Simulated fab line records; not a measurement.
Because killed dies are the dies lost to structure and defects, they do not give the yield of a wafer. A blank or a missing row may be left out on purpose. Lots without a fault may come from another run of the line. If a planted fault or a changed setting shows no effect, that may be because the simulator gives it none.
fab line records	flow sky130
record: lots: 13	wafers: 39	lastDay: 50
route steps=708 shown VIA4@642 METAL5@661 PASSIVATION@684 PAD_OPEN@708
lots that met no fault: from a run of the same line without faults
startH: the number of hours between the record's first day and the start of the first shown wafer of the lot	waitH: hours elapsed since this lot's preceding step	" repeats the value in the row above	L1.1+2: a row that stands for several wafers	- no value, or no start was given	* or withheld: withheld	< > ~ a bound
route shown NAME@n: a module of which the file shows steps, and the number in the route of the first	usual: mean/standard deviation taken from wafers without a fault	same: alike in all rows	chamber/n: place in a boat	sites: per-site readings	_std_site: the values' standard deviation	_edge_site: mean of outer sites minus mean of inner sites	radiusMm: how far each site lies from the wafer's centre	mask NAME#n: copy n	behind: tool/chamber where the wafer was last shaped	hold: cause of the lot's hold/its duration in hours/its outcome	device: transistor that didn't switch, given as n, p or np	end of line: the route-end tests of the same wafers	step lacking rows: just its recipe	killed: dies lost to structure and defects at the first sort, not the wafer's yield	map: a wafer's dies, x killed, . not, _ none there
set.NAME: the run value of the setting; set.NAME@STEP: its run value at that earlier step	model.NAME: the simulator's own value behind a step, which no gauge read
route steps across a sampled set of lots; one table per step, one row per wafer
services: the hour from which a tool's chamber was out of use, counted from the record's first day as startH (under 0 if before that day), plus the number of hours and why
== steps ==
step: SKY_VIA4_BOW_MEAS_03
recipe: mode: bow
usual: VIA4_BOW: 78/8.9
lot.wafer	tool	chamber	startH	waitH	VIA4_BOW[um]
L905.3	filmMetro-01	-	979.99	0.2	73
L905.4	"	-	"	"	72
L905.5	"	-	"	"	62
L907.2	filmMetro-02	-	987.81	0.3	71
L907.4	"	-	"	"	58
L907.5	"	-	"	"	72
L908.4	filmMetro-01	-	994.89	0.2	94
L908.5	"	-	"	"	96
L908.6	"	-	"	"	93
L911.1	filmMetro-02	-	1017.64	0.2	82
L911.3	"	-	"	"	81
L911.5	"	-	"	"	83
L912.2	filmMetro-02	-	1027.74	0.2	69
L912.3	"	-	"	"	53
L912.6	"	-	"	"	63
L917.2	filmMetro-03	-	1061.54	0.2	76
L917.4	"	-	"	"	74
L917.5	"	-	"	"	77
L918.1	filmMetro-02	-	1064.39	0.2	80
L918.2	"	-	"	"	83
L918.6	"	-	"	"	88
L919.1	filmMetro-02	-	1073.84	0.1	71
L919.5	"	-	"	"	80
L919.6	"	-	"	"	70
L920.2	filmMetro-02	-	1075.39	0.2	76
L920.4	"	-	"	"	76
L920.5	"	-	"	"	76
L921.1	filmMetro-01	-	1085.97	0.2	63
L921.5	"	-	"	"	67
L921.6	"	-	"	"	68
L926.2	filmMetro-02	-	1110.38	0.2	74
L926.5	"	-	"	"	85
L926.6	"	-	"	"	88
L927.1	filmMetro-02	-	1119.23	0.1	75
L927.2	"	-	"	"	95
L927.5	"	-	"	"	75
L928.2	filmMetro-02	-	1124.62	0.1	72
L928.3	"	-	"	"	72
L928.6	"	-	"	"	71
step: SKY_VIA4_ETCH_12
recipe: target: SiO2	chemistry: C4F8/O2/Ar	stopOn: TiN	maskMaterial: NOVOLAK	sourceW: 1500	biasW: 1161	pressureMtorr: 40	c4f8FlowSccm: withheld	O2_flow_sccm: 6	Ar_flow_sccm: 300	timeS: withheld	targetDepthA: 5800
usual: oesProductAu: 0.925/0.0043
lot.wafer	tool	chamber	startH	waitH	oesProductAu
L905.3	rieDiel-04	3	1003.16	0.0	0.929
L905.4	"	3	"	"	0.925
L905.5	"	1	"	"	0.922
L907.2	rieDiel-03	3	1011.31	0.0	0.922
L907.4	"	0	"	"	0.931
L907.5	"	1	"	"	0.933
L908.4	rieDiel-03	0	1017.01	0.0	0.925
L908.5	"	3	"	"	0.922
L908.6	"	1	"	"	0.923
L911.1	rieDiel-03	3	1040.71	0.0	0.923
L911.3	"	0	"	"	0.924
L911.5	"	0	"	"	0.925
L912.2	rieDiel-03	1	1049.96	0.0	0.931
L912.3	"	0	"	"	0.923
L912.6	"	3	"	"	0.918
L917.2	rieDiel-04	0	1082.62	0.0	0.928
L917.4	"	0	"	"	0.921
L917.5	"	3	"	"	0.928
L918.1	rieDiel-04	3	1085.41	0.0	0.930
L918.2	"	0	"	"	0.921
L918.6	"	3	"	"	0.925
L919.1	rieDiel-04	1	1094.87	0.0	0.923
L919.5	"	1	"	"	0.921
L919.6	"	0	"	"	0.920
L920.2	rieDiel-01	2	1095.41	0.0	0.922
L920.4	"	3	"	"	0.921
L920.5	"	0	"	"	0.930
L921.1	rieDiel-04	0	1106.54	0.0	0.923
L921.5	"	2	"	"	0.928
L921.6	"	1	"	"	0.922
L926.2	rieDiel-01	1	1129.72	0.0	0.931
L926.5	"	1	"	"	0.918
L926.6	"	2	"	"	0.926
L927.1	rieDiel-03	0	1137.71	0.0	0.924
L927.2	"	1	"	"	0.925
L927.5	"	3	"	"	0.930
L928.2	rieDiel-03	3	1143.76	0.0	0.922
L928.3	"	0	"	"	0.928
L928.6	"	1	"	"	0.925
step: SKY_METAL5_SPUTTER_00
recipe: material: Ti	targetThkNm: 15	powerW: 3000	timeS: 10	chamberPressurePa: 0.4
usual: throttleValvePct: 30.5/1.2
lot.wafer	tool	chamber	startH	waitH	throttleValvePct
L905.3	pvdSputter-04	-	1004.63	0.1	29.8
L905.4	"	-	"	"	28.9
L905.5	"	-	"	"	29.0
L907.2	pvdSputter-04	-	1012.74	0.2	29.0
L907.4	"	-	"	"	28.7
L907.5	"	-	"	"	29.6
L908.4	pvdSputter-04	-	1018.74	0.2	29.7
L908.5	"	-	"	"	31.1
L908.6	"	-	"	"	28.9
L911.1	pvdSputter-03	-	1042.11	0.1	31.0
L911.3	"	-	"	"	30.9
L911.5	"	-	"	"	30.7
L912.2	pvdSputter-03	-	1052.92	0.2	30.3
L912.3	"	-	"	"	29.8
L912.6	"	-	"	"	30.2
L917.2	pvdSputter-04	-	1083.98	0.2	31.0
L917.4	"	-	"	"	28.7
L917.5	"	-	"	"	31.1
L918.1	pvdSputter-04	-	1086.87	0.1	28.6
L918.2	"	-	"	"	32.6
L918.6	"	-	"	"	28.6
L919.1	pvdSputter-01	-	1096.23	0.2	28.8
L919.5	"	-	"	"	32.0
L919.6	"	-	"	"	30.9
L920.2	pvdSputter-03	-	1096.77	0.2	29.7
L920.4	"	-	"	"	30.1
L920.5	"	-	"	"	29.4
L921.1	pvdSputter-04	-	1107.91	0.2	30.8
L921.5	"	-	"	"	31.1
L921.6	"	-	"	"	29.6
L926.2	pvdSputter-04	-	1131.17	0.2	29.6
L926.5	"	-	"	"	28.9
L926.6	"	-	"	"	31.1
L927.1	pvdSputter-04	-	1139.47	0.2	28.8
L927.2	"	-	"	"	29.8
L927.5	"	-	"	"	30.9
L928.2	pvdSputter-01	-	1145.18	0.2	31.1
L928.3	"	-	"	"	30.6
L928.6	"	-	"	"	32.0
step: SKY_PASSIVATION_THK_MEAS_03
recipe: reads: Si3N4_of_PASSIVATION_CVD_02
usual: PASSIVATION_CVD_02_THK: 538/6.8
lot.wafer	tool	chamber	startH	waitH	PASSIVATION_CVD_02_THK[nm]
L905.3	filmMetro-04	-	1028.30	-	532
L905.4	"	-	"	"	533
L905.5	"	-	"	"	538
L907.2	filmMetro-04	-	1037.12	-	536
L907.4	"	-	"	"	535
L907.5	"	-	"	"	546
L908.4	filmMetro-04	-	1042.36	-	543
L908.5	"	-	"	"	543
L908.6	"	-	"	"	540
L911.1	filmMetro-03	-	1064.80	-	538
L911.3	"	-	"	"	544
L911.5	"	-	"	"	548
L912.2	filmMetro-01	-	1075.54	-	539
L912.3	"	-	"	"	540
L912.6	"	-	"	"	549
L917.2	filmMetro-01	-	1105.61	-	525
L917.4	"	-	"	"	541
L917.5	"	-	"	"	534
L918.1	filmMetro-03	-	1108.67	-	528
L918.2	"	-	"	"	533
L918.6	"	-	"	"	543
L919.1	filmMetro-04	-	1117.78	-	531
L919.5	"	-	"	"	538
L919.6	"	-	"	"	538
L920.2	filmMetro-01	-	1118.09	-	534
L920.4	"	-	"	"	545
L920.5	"	-	"	"	541
L921.1	filmMetro-04	-	1128.55	-	534
L921.5	"	-	"	"	545
L921.6	"	-	"	"	554
L926.2	filmMetro-03	-	1151.30	-	527
L926.5	"	-	"	"	538
L926.6	"	-	"	"	532
L927.1	filmMetro-04	-	1158.39	-	547
L927.2	"	-	"	"	538
L927.5	"	-	"	"	549
L928.2	filmMetro-03	-	1164.45	-	533
L928.3	"	-	"	"	528
L928.6	"	-	"	"	540
step: SKY_PAD_OPEN_PROBE_99
usual: defectLimitedYield: 82.8/1.8	killed_at_M0_to_M3: 43/6.3	killed_at_M4_up: 3.1/1.9	killedAtContacts: 24/5.1	killedAtFrontEnd: 14/4.3	killedAtOther: 0.3/0.53	killedDies: 85/8.8	killedOpen: 46/7.1	killedShort: 38/5.9	sort_bin_3_pad_short: 0.8/0.41	sort_bin_5_function: 10.4/1.5	sort_bin_6_memory: 6.1/1.1	sortNPass: 407/8.8	sortYieldPct: 82.8/1.8
same: grossDies: 492	killedAtBackSide: 0	sort_bin_4_leakage[%]: 0	sort_bin_8_speed[%]: 0
lot.wafer	tool	chamber	startH	waitH	defectLimitedYield[%]	killed_at_M0_to_M3	killed_at_M4_up	killedAtContacts	killedAtFrontEnd	killedAtOther	killedDies	killedOpen	killedShort	sort_bin_3_pad_short[%]	sort_bin_5_function[%]	sort_bin_6_memory[%]	sortNPass	sortYieldPct[%]
L907.2	prober-01	-	1082.82	0.1	82.5	49	3	20	14	0	86	52	34	0.8	9.8	6.9	406	82.5
L907.4	prober-01	-	1082.92	0.2	83.3	45	6	18	13	0	82	47	35	0.6	11.8	4.3	410	83.3
L907.5	prober-01	-	1082.97	0.2	82.9	40	7	25	12	0	84	45	39	0.8	9.6	6.7	408	82.9
L911.1	prober-01	-	1108.44	0.1	78.3	30	50	17	9	1	107	38	21	3.3	13.0	5.5	385	78.3
L911.3	prober-01	-	1108.54	0.2	74.0	35	59	23	11	0	128	44	26	5.5	15.4	5.1	364	74.0
L911.5	prober-01	-	1108.64	0.2	73.6	34	62	18	16	0	130	33	36	2.8	17.7	5.9	362	73.6
L912.2	prober-02	-	1118.52	0.1	76.6	39	43	26	7	0	115	42	33	3.7	15.0	4.7	377	76.6
L912.3	prober-02	-	1118.57	0.2	70.9	44	57	30	12	0	143	55	34	1.8	19.9	7.3	349	70.9
L912.6	prober-02	-	1118.72	0.2	71.7	51	59	13	16	0	139	47	35	3.0	18.3	6.9	353	71.7
L918.1	prober-02	-	1148.38	0.1	82.7	48	2	24	11	0	85	45	38	0.6	10.8	5.9	407	82.7
L918.2	prober-02	-	1148.43	0.1	84.1	42	1	27	8	0	78	30	47	0.6	10.2	5.1	414	84.1
L918.6	prober-02	-	1148.63	0.2	83.3	36	5	22	19	0	82	55	27	0.4	10.8	5.5	410	83.3
L921.1	prober-01	-	1167.17	0.1	84.1	41	3	16	18	0	78	39	39	0	9.8	6.1	414	84.1
L921.5	prober-01	-	1167.37	0.2	82.9	42	2	25	15	0	84	40	44	0.8	10.2	6.1	408	82.9
L921.6	prober-01	-	1167.42	0.2	85.4	36	3	21	12	0	72	41	31	0.4	8.9	5.3	420	85.4
L927.1	prober-02	-	1192.93	0.1	78.7	57	2	27	18	1	105	49	56	0.8	12.4	8.1	387	78.7
L927.2	prober-02	-	1192.98	0.1	79.9	56	1	27	15	0	99	58	41	1.2	13.0	5.9	393	79.9
L927.5	prober-02	-	1193.13	0.2	85.4	32	2	22	16	0	72	43	29	0.4	9.6	4.7	420	85.4
killed by level:class
L907.2 VIA1:geometricParticle:open=12 CONTACT:geometricParticle:open=10 VIA3:geometricParticle:open=7 VIA1:geometricParticle:short=5 VIA2:geometricParticle:open=5 METAL1:geometricParticle:short=5 VIA3:geometricParticle:short=5 FIELD_ISO:geometricParticle:open=4
L907.4 VIA1:geometricParticle:open=12 VIA3:geometricParticle:open=8 CONTACT:geometricParticle:open=6 VIA2:geometricParticle:open=6 METAL3:geometricParticle:short=6 METAL4:geometricParticle:short=5 POLY_GATE:geometricParticle:short=4 LI_CONTACT:geometricParticle:open=4
L907.5 LI_CONTACT:geometricParticle:open=13 VIA1:geometricParticle:open=7 VIA2:geometricParticle:open=7 VIA3:geometricParticle:open=7 CONTACT:geometricParticle:open=6 METAL4:geometricParticle:short=6 CONTACT:geometricParticle:short=5 METAL3:geometricParticle:short=5
L911.1 VIA4:unspecified=48 LI_CONTACT:geometricParticle:open=9 VIA1:geometricParticle:open=8 VIA3:geometricParticle:open=5 VIA2:geometricParticle:open=4 CONTACT:geometricParticle:open=4 METAL2:geometricParticle:short=4 FIELD_ISO:geometricParticle:short=3
L911.3 VIA4:unspecified=58 VIA1:geometricParticle:open=12 CONTACT:geometricParticle:open=7 LI_CONTACT:geometricParticle:open=6 VIA3:geometricParticle:open=5 FIELD_ISO:geometricParticle:open=4 POLY_GATE:geometricParticle:open=4 LI_CONTACT:geometricParticle:short=4
L911.5 VIA4:unspecified=61 METAL2:geometricParticle:short=8 LI_CONTACT:geometricParticle:open=6 CONTACT:geometricParticle:open=6 METAL3:geometricParticle:short=5 METAL1:geometricParticle:short=5 VIA1:geometricParticle:open=5 FIELD_ISO:geometricParticle:short=4
L912.2 VIA4:unspecified=40 CONTACT:geometricParticle:short=8 VIA1:geometricParticle:open=7 VIA2:geometricParticle:open=7 VIA3:geometricParticle:open=7 LI_CONTACT:geometricParticle:open=6 CONTACT:geometricParticle:open=6 LOCAL_INTERCONNECT:geometricParticle:short=5
L912.3 VIA4:unspecified=54 CONTACT:geometricParticle:open=12 VIA2:geometricParticle:open=10 VIA1:geometricParticle:open=10 LI_CONTACT:geometricParticle:open=6 LOCAL_INTERCONNECT:geometricParticle:short=6 METAL2:geometricParticle:short=6 VIA1:geometricParticle:short=5
L912.6 VIA4:unspecified=57 VIA1:geometricParticle:open=17 VIA1:geometricParticle:short=8 METAL1:geometricParticle:short=7 FIELD_ISO:geometricParticle:open=6 METAL2:geometricParticle:short=6 VIA2:geometricParticle:open=6 LI_CONTACT:geometricParticle:open=5
L918.1 CONTACT:geometricParticle:open=12 VIA1:geometricParticle:open=9 VIA1:geometricParticle:short=7 METAL1:geometricParticle:short=6 METAL2:geometricParticle:short=6 VIA2:geometricParticle:open=6 LI_CONTACT:geometricParticle:open=5 FIELD_ISO:geometricParticle:open=4
L918.2 LI_CONTACT:geometricParticle:open=8 METAL2:geometricParticle:short=8 CONTACT:geometricParticle:open=7 VIA1:geometricParticle:open=7 VIA1:geometricParticle:short=6 METAL1:geometricParticle:short=6 LI_CONTACT:geometricParticle:short=5 LOCAL_INTERCONNECT:geometricParticle:short=4
L918.6 VIA1:geometricParticle:open=12 CONTACT:geometricParticle:open=11 VIA2:geometricParticle:open=7 FIELD_ISO:geometricParticle:open=6 LI_CONTACT:geometricParticle:open=6 METAL2:geometricParticle:short=5 POLY_GATE:geometricParticle:short=4 POLY_GATE:geometricParticle:open=4
L921.1 VIA1:geometricParticle:open=7 FIELD_ISO:geometricParticle:open=6 VIA1:geometricParticle:short=6 VIA2:geometricParticle:open=6 CONTACT:geometricParticle:open=5 METAL2:geometricParticle:short=5 LI_CONTACT:geometricParticle:open=4 CONTACT:geometricParticle:short=4
L921.5 CONTACT:geometricParticle:open=8 VIA2:geometricParticle:open=8 VIA1:geometricParticle:open=6 LI_CONTACT:geometricParticle:open=5 LI_CONTACT:geometricParticle:short=5 VIA3:geometricParticle:open=5 METAL2:geometricParticle:short=5 POLY_GATE:geometricParticle:short=4
L921.6 CONTACT:geometricParticle:open=10 VIA1:geometricParticle:open=10 VIA1:geometricParticle:short=6 VIA3:geometricParticle:open=6 FIELD_ISO:geometricParticle:short=4 LI_CONTACT:geometricParticle:open=4 VIA2:geometricParticle:open=4 CONTACT:geometricParticle:short=3
L927.1 CONTACT:geometricParticle:open=10 VIA2:geometricParticle:open=10 VIA2:geometricParticle:short=9 METAL2:geometricParticle:short=8 VIA3:geometricParticle:open=7 VIA1:geometricParticle:open=7 VIA1:geometricParticle:short=7 LOCAL_INTERCONNECT:geometricParticle:short=6
L927.2 CONTACT:geometricParticle:open=14 VIA1:geometricParticle:open=14 METAL2:geometricParticle:short=11 METAL1:geometricParticle:short=8 LI_CONTACT:geometricParticle:open=8 VIA1:geometricParticle:short=6 POLY_GATE:geometricParticle:open=5 VIA2:geometricParticle:open=5
L927.5 CONTACT:geometricParticle:open=7 LI_CONTACT:geometricParticle:open=6 METAL1:geometricParticle:short=6 VIA1:geometricParticle:open=6 VIA3:geometricParticle:open=6 POLY_GATE:geometricParticle:open=5 FIELD_ISO:geometricParticle:short=4 LOCAL_INTERCONNECT:geometricParticle:short=4
== services ==
tool	chamber	startH	hours	kind
rieDiel-01	-	993.07	14.6	pm
pvdSputter-04	1	1010.25	-	consumableReplace:kit
pvdSputter-04	1	1010.25	18.0	scheduledDown
pvdSputter-04	1	1010.25	18.0	ventCycle
rieDiel-04	2	1013.74	34.3	repair
rieDiel-01	0	1014.53	-	clean
pvdSputter-03	-	1016.42	6.8	repair
pvdSputter-01	-	1020.79	7.9	repair
rieDiel-01	-	1027.35	0.9	repair
rieDiel-04	-	1035.13	28.1	pm
pvdSputter-03	2	1073.19	-	consumableReplace:kit
pvdSputter-03	2	1073.19	18.0	scheduledDown
pvdSputter-03	2	1073.19	18.0	ventCycle
rieDiel-04	-	1074.03	0.4	repair
rieDiel-03	-	1099.51	0.1	repair
pvdSputter-04	-	1102.45	0.6	repair
pvdSputter-04	-	1110.29	7.8	repair
rieDiel-04	0	1114.26	8.1	repair
rieDiel-03	1	1118.97	1.8	repair
pvdSputter-01	-	1122.18	5.5	repair
rieDiel-01	1	1139.25	6.5	repair
pvdSputter-04	0	1139.64	-	consumableReplace:kit
pvdSputter-04	0	1139.64	18.0	scheduledDown
pvdSputter-04	0	1139.64	18.0	ventCycle
== key ==
firstSign: step: SKY_PAD_OPEN_PROBE_99	reading: killed_at_M4_up	direction: up	sigmas: 27	usual: 3.1	struck: 55
effect: step: SKY_PAD_OPEN_PROBE_99	reading: sort_bin_3_pad_short	direction: up	sigmas: 6.3	usual: 0.8	struck: 3.4
metAt SKY_VIA4_ETCH_12
struckLots L911,L912
notActingAt SKY_VIA4_BOW_MEAS_03,SKY_METAL5_SPUTTER_00,SKY_PASSIVATION_THK_MEAS_03
onsetBetween 1017.01 1040.71
fault: kind: chamberParticleSource	tool: rieDiel-03	chamber: -	onsetH: 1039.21	steps: SKY_VIA4_ETCH_12	ratePerVisitCm2: 1.0195	endH: 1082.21
